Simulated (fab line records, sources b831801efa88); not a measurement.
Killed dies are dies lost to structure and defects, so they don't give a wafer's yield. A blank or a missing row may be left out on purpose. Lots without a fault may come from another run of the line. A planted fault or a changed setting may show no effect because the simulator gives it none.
Which tool did it? | flow sky130 | 7 lots, 21 wafers sampled, at 1 step of a route of 708

WHAT THE GAUGES READ, wafer by wafer
SKY_VT_ADJUST_LVTN_OVL_MEAS_18.
lot  | measured     | on         | VT_ADJUST_LVTN_01_OVL (nm)
L113 | day 7 22:38  | overlay-01 | -0.9 0.4 0.0
L115 | day 8 07:25  | overlay-01 | -0.8 1.3 -0.4
L118 | day 8 15:49  | overlay-02 | -2.2 -3.8 -3.0
L121 | day 9 00:32  | overlay-01 | -3.4 -3.2 -2.7
L127 | day 17 15:25 | overlay-01 | 1.2 2.0 2.0
L130 | day 17 17:01 | overlay-01 | -2.0 0.5 -0.4
L131 | day 17 18:20 | overlay-01 | -0.2 1.0 0.7

WHICH TOOL RAN EACH LOT (tool, then ch and the chambers of the sampled wafers, then the start)
The record holds no process step before these readings.

THE ANSWER, worked out from the rows above alone
Rule: what is usual is taken from the lots themselves. Put in order of their means at a reading, lots are off if they are a third of the lots or fewer, leave a main group of 4 or more, and stand apart from it by a gap of 3 or more times the standard deviation of the main group's means; of several such gaps the widest counts. A main group whose means are all the same, to the digits that the tables above print for the reading, isn't used. A lot without any number at a reading at which 4 lots or more have one is off too. The other lots that the step has rows for count as sound.
No lot is off at any reading shown: from this, nothing can be told.

WHAT THE SIMULATOR HAD PUT IN
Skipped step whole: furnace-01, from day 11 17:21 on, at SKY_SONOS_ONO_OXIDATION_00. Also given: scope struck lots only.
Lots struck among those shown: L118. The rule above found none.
